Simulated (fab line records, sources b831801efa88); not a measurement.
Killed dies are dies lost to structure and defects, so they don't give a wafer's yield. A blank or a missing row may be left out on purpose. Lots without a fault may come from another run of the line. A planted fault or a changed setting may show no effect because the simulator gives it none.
fab line records | flow sfq_line
record lots=7 wafers=21 last_day=87
route steps=325 shown M1@68 I1@73 M2@88 I2@103 M8@325
lots that met no fault: from a run of the same line without faults
start_h: hours from the record's first day to the start of the lot's first wafer shown | wait_h: hours since the lot's step before | " the same as in the row above | L1.1+2: a row that stands for several wafers | - no value, or no start given | * or withheld: withheld | < > ~ a bound
route shown NAME@n: a module of which the file shows steps, and the number in the route of the first | usual: mean/standard deviation of fault-free wafers | same: alike in all rows | chamber/n: place in a boat | sites: the reading at each site | _std_site: their standard deviation | _edge_site: outer sites' mean less inner sites' | radius_mm: how far each site lies from the wafer's centre | mask NAME#n: copy n | behind: the tool/chamber that last shaped the wafer | hold: why the lot was held/for how many hours/how that ended | device: the transistor (n, p or np) that didn't switch | end of line: the same wafers' tests at the end of the route | a step without rows: its recipe alone | killed: dies lost to structure and defects at the first sort, not the wafer's yield | map: a wafer's dies, x killed, . not, _ none there
set.NAME: the setting as run; set.NAME@STEP: as run at that earlier step | model.NAME: the simulator's own value behind a step, which no gauge read
lots at some steps of the route; a table a step, a row a wafer
services: from which hour (start_h, from the record's first day; less than 0 if before it) a tool's chamber was out of use, for how many hours, and why
## steps
# step SFQ_M1_OVL_MEAS_911
# usual M1_OVL=0/6.3
# columns lot.wafer tool chamber start_h wait_h M1_OVL[nm]
L408.1 overlay-02 - 642.26 0.1 -6
L408.4 " - " " -5
L408.6 " - " " -9
L411.3 overlay-02 - 662.59 0.1 -8
L411.5 " - " " -3
L411.6 " - " " 1
L413.1 overlay-02 - 685.38 0.1 -9
L413.5 " - " " -9
L413.6 " - " " -6
L414.1 overlay-01 - 704.43 0.1 3
L414.2 " - " " -12
L414.6 " - " " 4
L415.1 overlay-02 - 716.76 0.1 3
L415.4 " - " " -10
L415.5 " - " " 2
L421.1 overlay-01 - 752.76 0.1 -5
L421.3 " - " " -2
L421.4 " - " " -2
L422.1 overlay-02 - 758.76 0.1 8
L422.2 " - " " -3
L422.4 " - " " -2
# step SFQ_TRILAYER_M1_BARC_OPEN_METAL_ETCH_054
# recipe mask_material=PR chemistry=O2 target_depth_nm=125 target=BARC icp_w=600 bias_w=80 pressure_mtorr=10 time_s=41.7
# step SFQ_TRILAYER_M1_ETCH_METAL_ETCH_042
# recipe target=Nb stop_on=SiO2 mask_material=PR chemistry=Cl2/Ar target_depth_nm=240 icp_w=600 bias_w=80 pressure_mtorr=10 time_s=120
# step SFQ_TRILAYER_M1_STRIP_STRIP_043
# recipe gas=O2 power_w=200 platen_temp_c=40 overash_fraction=0.65 chemistry=O2 pressure_mtorr=50
# usual drypump_motor_current_A=5.8/0.38 he_backside_leak_sccm=3.35/0.23 oes_product_au=0.999/0.008 platen_temp_c=40.01/0.12
# columns lot.wafer tool chamber start_h wait_h drypump_motor_current_A he_backside_leak_sccm oes_product_au platen_temp_c rf_hours_counter_h
L408.1 rie_metal-02 0 642.48 0.1 5.6 3.30 1.007 40.08 24
L408.4 " 0 " " 5.6 3.18 1.003 40.13 -
L408.6 " 0 " " 5.6 3.43 1.004 40.09 -
L411.3 rie_metal-02 0 663.00 0.2 5.6 3.03 0.990 39.96 -
L411.5 " 0 " " 5.6 3.17 1.003 40.17 -
L411.6 " 1 " " 6.5 3.93 0.998 39.83 -
L413.1 rie_metal-04 1 685.60 0.1 5.3 2.83 1.001 39.93 23
L413.5 " 1 " " 5.4 3.12 1.001 39.97 -
L413.6 " 0 " " 5.9 3.15 0.996 39.81 -
L414.1 rie_metal-02 1 704.65 0.1 6.5 3.58 1.003 40.21 59
L414.2 " 0 " " 5.6 3.40 0.983 40.13 34
L414.6 " 1 " " 6.5 3.62 1.001 40.25 -
L415.1 rie_metal-02 1 716.98 0.1 6.5 3.64 0.996 39.84 61
L415.4 " 0 " " 5.6 3.17 0.988 40.00 -
L415.5 " 1 " " 6.5 3.70 0.997 39.92 -
L421.1 rie_metal-04 1 752.98 0.1 5.4 3.17 0.988 39.83 34
L421.3 " 1 " " 5.4 2.95 0.994 39.78 -
L421.4 " 0 " " 5.9 3.49 1.001 40.30 -
L422.1 rie_metal-03 1 758.98 0.1 6.1 3.28 1.007 40.05 56
L422.2 " 0 " " 5.6 3.45 0.995 39.98 77
L422.4 " 0 " " 5.6 3.27 1.009 39.91 -
# step SFQ_TRILAYER_M1_STRIP_SOLV_CLEAN_044
# recipe chemistry=NMP temp_c=70 time_s=600
# step SFQ_TRILAYER_I1_DEP_PECVD_045
# recipe material=SiO2 temp_c=150 time_s=111.11 pressure_torr=2.4 rf_w=183.3 precursor=SiH4/N2O target_thk_nm=500
# step SFQ_TRILAYER_I1_CMP_CMP_046
# recipe material=SiO2 down_force_psi=3 platen_rpm=60 pad_velocity_m_s=0.94248
# step SFQ_I1_BOW_MEAS_912
# recipe mode=bow
# usual I1_BOW=2/8
# columns lot.wafer tool chamber start_h wait_h I1_BOW[um]
L408.1 film_metro-02 - 646.95 2.0 -1
L408.4 " - " " -2
L408.6 " - " " 0
L411.3 film_metro-01 - 680.74 1.0 -8
L411.5 " - " " 5
L411.6 " - " " 15
L413.1 film_metro-01 - 715.15 1.5 3
L413.5 " - " " 6
L413.6 " - " " -14
L414.1 film_metro-04 - 733.21 1.0 17
L414.2 " - " " 14
L414.6 " - " " 3
L415.1 film_metro-04 - 745.15 1.0 -4
L415.4 " - " " 7
L415.5 " - " " -3
L421.1 film_metro-01 - 787.15 2.0 1
L421.3 " - " " 1
L421.4 " - " " 1
L422.1 film_metro-02 - 794.21 1.0 -2
L422.2 " - " " 10
L422.4 " - " " -1
# step SFQ_TRILAYER_I1_METRO_MEASURE_047
# step SFQ_TRILAYER_I1_VIA_LITHO_COAT_054
# recipe resist=BARC spin_rpm=3000 resist_thk_nm=62
# step SFQ_TRILAYER_I1_VIA_LITHO_COAT_049
# recipe resist=KrF spin_rpm=3000 resist_thk_nm=650
# step SFQ_TRILAYER_I1_VIA_LITHO_SOFTBAKE_053
# recipe temp_c=withheld time_s=withheld resist=KrF
# step SFQ_TRILAYER_I1_VIA_LITHO_EXPOSE_050
# recipe mask_id=I1 na=0.6 source_shape=conventional sigma_outer=0.65 target_cd_nm=500 dose_mj=21.3
# columns lot.wafer tool chamber start_h wait_h mask model.I1.overlay_x_nm
L408.1+4+6 krf_scanner-02 0 769.26 - I1#0 1.689
L411.3+5+6 krf_scanner-01 0 817.62 - I1#0 6.982
L413.1+5+6 krf_scanner-01 0 852.02 - I1#0 64.32
L414.1+2+6 krf_scanner-01 0 865.22 - I1#0 63.63
L415.1+4+5 krf_scanner-01 0 874.82 - I1#0 60.95
L421.1+3+4 krf_scanner-02 0 912.50 - I1#0 4.936
L422.1+2+4 krf_scanner-02 0 918.50 - I1#0 -4.072
# step SFQ_TRILAYER_I1_VIA_LITHO_PEB_052
# recipe peb_temp_c=115 peb_time_s=60 resist=KrF
# step SFQ_TRILAYER_I1_VIA_LITHO_DEVELOP_051
# recipe time_s=60 resist=KrF
# step SFQ_I1_OVL_MEAS_913
# usual I1_OVL=-1/4.5
# columns lot.wafer tool chamber start_h wait_h I1_OVL[nm]
L408.1 overlay-01 - 770.76 0.1 -2
L408.4 " - " " -4
L408.6 " - " " -6
L411.3 overlay-02 - 818.74 0.1 6
L411.5 " - " " 5
L411.6 " - " " 6
L413.1 overlay-01 - 853.52 0.1 64
L413.5 " - " " 66
L413.6 " - " " 64
L414.1 overlay-02 - 866.72 0.1 62
L414.2 " - " " 65
L414.6 " - " " 62
L415.1 overlay-02 - 876.32 0.1 55
L415.4 " - " " 61
L415.5 " - " " 56
L421.1 overlay-02 - 914.00 0.1 9
L421.3 " - " " 3
L421.4 " - " " 6
L422.1 overlay-02 - 920.00 0.1 -6
L422.2 " - " " -6
L422.4 " - " " -7
# step SFQ_TRILAYER_I1_VIA_BARC_OPEN_VIA_ETCH_071
# recipe mask_material=PR chemistry=O2 target_depth_nm=125 target=BARC source_w=500 bias_w=80 pressure_mtorr=30 time_s=41.7
# step SFQ_TRILAYER_I1_VIA_ETCH_VIA_ETCH_052
# recipe target=SiO2 stop_on=Nb mask_material=PR taper_deg=20 chemistry=CHF3 target_depth_nm=260 source_w=500 bias_w=80 pressure_mtorr=30 time_s=withheld
# step SFQ_TRILAYER_I1_VIA_STRIP_STRIP_053
# recipe gas=O2 power_w=200 platen_temp_c=40 overash_fraction=0.65 chemistry=O2 pressure_mtorr=50
# usual drypump_motor_current_A=5.73/0.25 he_backside_leak_sccm=3.3/0.33 oes_product_au=0.998/0.0079 platen_temp_c=40.00/0.1
# columns lot.wafer tool chamber start_h wait_h drypump_motor_current_A he_backside_leak_sccm oes_product_au platen_temp_c rf_hours_counter_h
L408.1 rie_metal-01 0 770.95 - 5.66 3.0 0.992 39.91 37
L408.4 " 0 " " 5.65 3.0 0.986 39.91 -
L408.6 " 1 " " 5.95 3.5 1.000 40.04 -
L411.3 rie_metal-03 1 819.11 - 6.13 3.3 0.999 40.02 -
L411.5 " 0 " " 5.56 3.3 1.013 39.87 -
L411.6 " 1 " " 6.11 3.5 1.001 40.06 -
L413.1 rie_metal-01 0 853.71 - 5.66 3.4 0.992 40.02 49
L413.5 " 0 " " 5.66 3.1 0.982 39.98 -
L413.6 " 1 " " 5.98 3.5 0.997 39.90 -
L414.1 rie_metal-04 0 866.91 - 5.87 3.5 0.994 39.95 73
L414.2 " 1 " " 5.36 3.1 0.997 39.98 51
L414.6 " 0 " " 5.84 3.4 0.986 40.05 -
L415.1 rie_metal-01 1 876.51 - 5.96 3.5 1.002 40.03 121
L415.4 " 0 " " 5.68 3.2 0.993 39.92 -
L415.5 " 0 " " 5.67 3.4 1.006 39.96 -
L421.1 rie_metal-04 0 914.19 - 5.87 3.6 0.992 40.07 82
L421.3 " 0 " " 5.86 3.8 0.983 40.09 -
L421.4 " 1 " " 5.37 3.3 0.987 39.93 -
L422.1 rie_metal-04 0 920.19 - 5.87 3.4 0.993 40.13 83
L422.2 " 1 " " 5.34 3.0 1.008 39.98 61
L422.4 " 0 " " 5.86 3.6 0.988 39.94 -
# step SFQ_TRILAYER_I1_VIA_STRIP_SOLV_CLEAN_054
# recipe chemistry=NMP temp_c=70 time_s=600
# step SFQ_TRILAYER_M2_DEP_PRE_CLEAN_056
# recipe gas=Ar time_s=22.5 bias_v=250
# step SFQ_TRILAYER_M2_DEP_SPUTTER_055
# recipe material=Nb base_pressure_pa=1.33e-06 chamber_pressure_pa=0.1333 substrate_temp_c=20 resputter_cathode_voltage_v=400 target_thk_nm=200 power_w=2000 time_s=133.3
# step SFQ_M2_RS_MEAS_914
# recipe thk_meas_gauge=four-point-probe reads=Nb_of_TRILAYER_M2_DEP_SPUTTER_055
# usual M2_NB_RS=0.889/0.0098
# columns lot.wafer tool chamber start_h wait_h M2_NB_RS[ohm/sq]
L408.1 film_metro-04 - 771.85 0.0 0.882
L408.4 " - " " 0.909
L408.6 " - " " 0.904
L411.3 film_metro-02 - 819.85 0.1 0.886
L411.5 " - " " 0.897
L411.6 " - " " 0.899
L413.1 film_metro-04 - 854.61 0.0 0.882
L413.5 " - " " 0.880
L413.6 " - " " 0.884
L414.1 film_metro-04 - 867.81 0.0 0.882
L414.2 " - " " 0.915
L414.6 " - " " 0.904
L415.1 film_metro-03 - 877.41 0.0 0.892
L415.4 " - " " 0.907
L415.5 " - " " 0.909
L421.1 film_metro-04 - 915.10 0.1 0.889
L421.3 " - " " 0.882
L421.4 " - " " 0.890
L422.1 film_metro-02 - 921.10 0.1 0.878
L422.2 " - " " 0.889
L422.4 " - " " 0.886
# step SFQ_TRILAYER_M2_LITHO_COAT_062
# recipe resist=BARC spin_rpm=3000 resist_thk_nm=62
# step SFQ_TRILAYER_M2_LITHO_COAT_057
# recipe resist=KrF spin_rpm=3000 resist_thk_nm=600
# step SFQ_TRILAYER_M2_LITHO_SOFTBAKE_061
# recipe temp_c=withheld time_s=withheld resist=KrF
# step SFQ_TRILAYER_M2_LITHO_EXPOSE_058
# recipe mask_id=M2 na=0.6 source_shape=conventional sigma_outer=0.65 target_cd_nm=500 dose_mj=14.4
# step SFQ_TRILAYER_M2_LITHO_PEB_060
# recipe peb_temp_c=115 peb_time_s=60 resist=KrF
# step SFQ_TRILAYER_M2_LITHO_DEVELOP_059
# recipe time_s=60 resist=KrF
# step SFQ_M2_OVL_MEAS_916
# usual M2_OVL=-2/5.8
# columns lot.wafer tool chamber start_h wait_h M2_OVL[nm]
L408.1 overlay-01 - 774.28 0.1 1
L408.4 " - " " -5
L408.6 " - " " -4
L411.3 overlay-02 - 940.42 0.1 -5
L411.5 " - " " -7
L411.6 " - " " 1
L413.1 overlay-02 - 971.93 0.1 15
L413.5 " - " " 12
L413.6 " - " " 10
L414.1 overlay-02 - 981.53 0.1 -8
L414.2 " - " " -12
L414.6 " - " " -8
L415.1 overlay-02 - 996.03 0.1 -11
L415.4 " - " " 4
L415.5 " - " " -3
L421.1 overlay-01 - 1051.66 0.1 -2
L421.3 " - " " -2
L421.4 " - " " -3
L422.1 overlay-02 - 1055.26 0.1 3
L422.2 " - " " -2
L422.4 " - " " -3
# step SFQ_TRILAYER_M2_BARC_OPEN_METAL_ETCH_077
# recipe mask_material=PR chemistry=O2 target_depth_nm=125 target=BARC icp_w=600 bias_w=80 pressure_mtorr=10 time_s=41.7
# usual bias_w=80.01/0.22 drypump_motor_current_A=5.90/0.29 he_backside_leak_sccm=3.4/0.3 oes_product_au=0.685/0.0053
# columns lot.wafer tool chamber start_h wait_h bias_w drypump_motor_current_A he_backside_leak_sccm oes_product_au rf_hours_counter_h
L408.1 rie_metal-03 0 774.32 0.0 80.19 5.58 3.3 0.678 79
L408.4 " 1 " " 79.75 6.13 3.4 0.681 -
L408.6 " 1 " " 80.26 6.12 3.3 0.686 -
L411.3 rie_metal-03 1 940.46 0.0 80.43 6.10 3.3 0.680 -
L411.5 " 1 " " 80.15 6.09 3.2 0.685 -
L411.6 " 0 " " 79.88 5.57 3.4 0.689 -
L413.1 rie_metal-03 1 971.96 0.0 80.02 6.10 3.4 0.698 91
L413.5 " 1 " " 80.15 6.11 3.2 0.691 -
L413.6 " 0 " " 79.87 5.60 3.4 0.686 -
L414.1 rie_metal-02 1 981.56 0.0 80.31 6.49 3.8 0.682 103
L414.2 " 0 " " 80.03 5.58 3.4 0.680 75
L414.6 " 1 " " 80.24 6.50 3.8 0.683 -
L415.1 rie_metal-01 1 996.06 0.0 80.11 5.96 3.5 0.675 17
L415.4 " 1 " " 79.94 5.96 3.5 0.686 -
L415.5 " 1 " " 79.60 5.95 3.4 0.684 -
L421.1 rie_metal-03 1 1051.70 0.0 79.71 6.13 3.4 0.686 110
L421.3 " 0 " " 80.14 5.54 3.4 0.691 -
L421.4 " 1 " " 80.03 6.13 3.4 0.685 -
L422.1 rie_metal-02 1 1055.30 0.0 79.94 6.52 4.0 0.689 121
L422.2 " 0 " " 80.34 5.59 3.5 0.682 92
L422.4 " 0 " " 79.93 5.57 3.5 0.681 -
# step SFQ_TRILAYER_M2_ETCH_METAL_ETCH_060
# recipe target=Nb stop_on=SiO2 mask_material=PR chemistry=Cl2/Ar target_depth_nm=240 icp_w=600 bias_w=80 pressure_mtorr=10 time_s=120
# step SFQ_TRILAYER_M2_STRIP_STRIP_061
# recipe gas=O2 power_w=200 platen_temp_c=40 overash_fraction=0.65 chemistry=O2 pressure_mtorr=50
# usual drypump_motor_current_A=5.90/0.29 he_backside_leak_sccm=3.4/0.33 oes_product_au=1.001/0.0068 platen_temp_c=40.01/0.1
# columns lot.wafer tool chamber start_h wait_h drypump_motor_current_A he_backside_leak_sccm oes_product_au platen_temp_c rf_hours_counter_h
L408.1 rie_metal-03 0 774.50 0.1 5.57 3.2 1.011 40.13 79
L408.4 " 1 " " 6.03 3.4 1.006 40.00 -
L408.6 " 1 " " 6.06 3.3 1.002 39.92 -
L411.3 rie_metal-03 1 940.82 0.2 6.07 3.4 1.000 39.89 -
L411.5 " 1 " " 6.11 3.5 1.006 40.01 -
L411.6 " 0 " " 5.59 3.5 0.999 39.95 -
L413.1 rie_metal-03 1 972.15 0.1 6.07 3.3 0.985 40.11 91
L413.5 " 1 " " 6.10 3.3 0.997 40.18 -
L413.6 " 0 " " 5.58 3.4 1.000 39.85 -
L414.1 rie_metal-02 1 981.81 0.1 6.52 3.8 0.997 40.06 103
L414.2 " 0 " " 5.59 3.3 0.997 39.75 76
L414.6 " 1 " " 6.52 3.7 0.991 40.01 -
L415.1 rie_metal-01 1 996.43 0.2 5.93 5.8 0.990 40.00 17
L415.4 " 1 " " 5.96 3.0 0.991 40.02 -
L415.5 " 1 " " 5.96 3.1 0.992 40.09 -
L421.1 rie_metal-03 1 1051.88 0.1 6.06 3.6 1.004 40.13 111
L421.3 " 0 " " 5.56 3.4 1.013 40.15 -
L421.4 " 1 " " 6.08 3.5 1.006 39.84 -
L422.1 rie_metal-02 1 1055.48 0.1 6.52 3.7 1.002 40.09 121
L422.2 " 0 " " 5.59 5.7 1.002 40.03 93
L422.4 " 0 " " 5.58 3.3 1.002 40.18 -
# step SFQ_TRILAYER_M2_STRIP_SOLV_CLEAN_062
# recipe chemistry=NMP temp_c=70 time_s=600
# step SFQ_TRILAYER_I2_DEP_PECVD_063
# recipe material=SiO2 temp_c=150 time_s=111.11 pressure_torr=2.4 rf_w=183.3 precursor=SiH4/N2O target_thk_nm=500
# step SFQ_TRILAYER_I2_CMP_CMP_064
# recipe material=SiO2 down_force_psi=3 platen_rpm=60 pad_velocity_m_s=0.94248
# step SFQ_I2_BOW_MEAS_917
# recipe mode=bow
# usual I2_BOW=2/8
# columns lot.wafer tool chamber start_h wait_h I2_BOW[um]
L408.1 film_metro-02 - 823.38 1.5 1
L408.4 " - " " 0
L408.6 " - " " 2
L411.3 film_metro-02 - 953.42 2.0 -9
L411.5 " - " " 6
L411.6 " - " " 14
L413.1 film_metro-01 - 982.09 2.5 6
L413.5 " - " " 8
L413.6 " - " " -12
L414.1 film_metro-02 - 991.09 1.5 13
L414.2 " - " " 10
L414.6 " - " " -2
L415.1 film_metro-03 - 1003.09 1.5 -2
L415.4 " - " " 9
L415.5 " - " " 0
L421.1 film_metro-01 - 1057.23 2.5 3
L421.3 " - " " 1
L421.4 " - " " 2
L422.1 film_metro-03 - 1060.23 2.0 -10
L422.2 " - " " 0
L422.4 " - " " -10
# step SFQ_TRILAYER_I2_METRO_MEASURE_065
# usual thk_nm=199.9/0.97
# columns lot.wafer tool chamber start_h wait_h thk_nm
L408.1 film_metro-02 - 823.50 0.1 201.2
L408.4 " - " " 201.5
L408.6 " - " " 200.4
L411.3 film_metro-02 - 953.90 0.5 201.6
L411.5 " - " " 201.3
L411.6 " - " " 201.4
L413.1 film_metro-01 - 982.21 0.1 198.7
L413.5 " - " " 201.8
L413.6 " - " " 199.1
L414.1 film_metro-02 - 991.21 0.1 200.4
L414.2 " - " " 199.4
L414.6 " - " " 199.4
L415.1 film_metro-03 - 1003.21 0.1 199.7
L415.4 " - " " 200.5
L415.5 " - " " 200.3
L421.1 film_metro-01 - 1057.35 0.1 201.0
L421.3 " - " " 199.5
L421.4 " - " " 199.8
L422.1 film_metro-03 - 1060.35 0.1 198.7
L422.2 " - " " 198.9
L422.4 " - " " 198.2
# step SFQ_TRILAYER_I2_VIA_LITHO_COAT_072
# recipe resist=BARC spin_rpm=3000 resist_thk_nm=62
# step SFQ_TRILAYER_I2_VIA_LITHO_COAT_067
# recipe resist=KrF spin_rpm=3000 resist_thk_nm=650
# step SFQ_TRILAYER_I2_VIA_LITHO_SOFTBAKE_071
# recipe temp_c=withheld time_s=withheld resist=KrF
# step SFQ_M8_BOW_MEAS_951
# recipe mode=bow
# usual M8_BOW=8/10
# columns lot.wafer tool chamber start_h wait_h M8_BOW[um] model.etest.i1.link_ohm
L408.1 film_metro-01 - 1975.20 0.0 6 1.98
L408.4 " - " " 6 1.998
L408.6 " - " " 7 1.992
L411.3 film_metro-01 - 1981.24 0.0 -1 1.966
L411.5 " - " " 12 1.977
L411.6 " - " " 21 1.98
L413.1 film_metro-02 - 1988.17 0.0 22 1.986
L413.5 " - " " 26 1.984
L413.6 " - " " 5 1.992
L414.1 film_metro-02 - 1995.37 0.0 18 1.98
L414.2 " - " " 15 2.022
L414.6 " - " " 4 2.019
L415.1 film_metro-01 - 2001.50 0.0 5 1.995
L415.4 " - " " 15 2.025
L415.5 " - " " 7 2.01
L421.1 film_metro-01 - 2051.89 0.0 18 1.986
L421.3 " - " " 18 1.968
L421.4 " - " " 17 1.98
L422.1 film_metro-02 - 2097.39 0.0 -8 1.95
L422.2 " - " " 4 1.969
L422.4 " - " " -8 1.968
## services
# columns tool chamber start_h hours kind
rie_metal-03 - 628.69 0.4 repair
krf_scanner-01 - 644.36 1.0 pm
rie_metal-03 1 659.17 1.6 repair
krf_scanner-01 - 676.85 3.4 repair
rie_metal-03 0 688.31 6.8 repair
krf_scanner-01 - 704.13 1.3 pm
krf_scanner-01 - 713.96 4.0 pm
krf_scanner-01 - 736.24 0.4 repair
rie_metal-02 - 738.85 1.7 repair
rie_metal-01 - 752.54 0.2 repair
rie_metal-01 1 758.46 3.1 repair
rie_metal-02 - 812.13 2.8 pm
rie_metal-04 0 844.75 3.9 repair
rie_metal-01 - 885.37 2.8 pm
rie_metal-02 - 891.60 14.6 pm
rie_metal-02 0 930.69 5.6 repair
rie_metal-01 0 931.22 189.0 repair
rie_metal-04 - 934.25 4.0 pm
rie_metal-04 0 945.85 133.0 repair
rie_metal-04 - 979.66 28.1 pm
rie_metal-03 - 994.66 2.8 pm
rie_metal-03 0 1009.15 10.0 repair
rie_metal-04 1 1036.43 8.0 repair
rie_metal-02 0 1038.25 2.3 repair
## key
first_sign step=SFQ_I1_OVL_MEAS_913 reading=I1_OVL direction=up sigmas=14 usual=-1 struck=62
effect none on later readings
model_effect step=SFQ_TRILAYER_I1_VIA_LITHO_EXPOSE_050 value=I1.overlay_x_nm without=-1.53 struck=62.97
model_effect step=SFQ_M8_BOW_MEAS_951 value=etest.i1.link_ohm without=1.975 struck=2.001
met_at SFQ_TRILAYER_I1_VIA_LITHO_EXPOSE_050
struck_wafers L413.1,L413.5,L413.6,L414.1,L414.2,L414.6,L415.1,L415.4,L415.5
onset_between 817.62 852.02
fault kind=scanner_matching_overlay tool=krf_scanner-01 chamber=- onset_h=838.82 steps=SFQ_TRILAYER_I1_VIA_LITHO_EXPOSE_050 offset=64.496
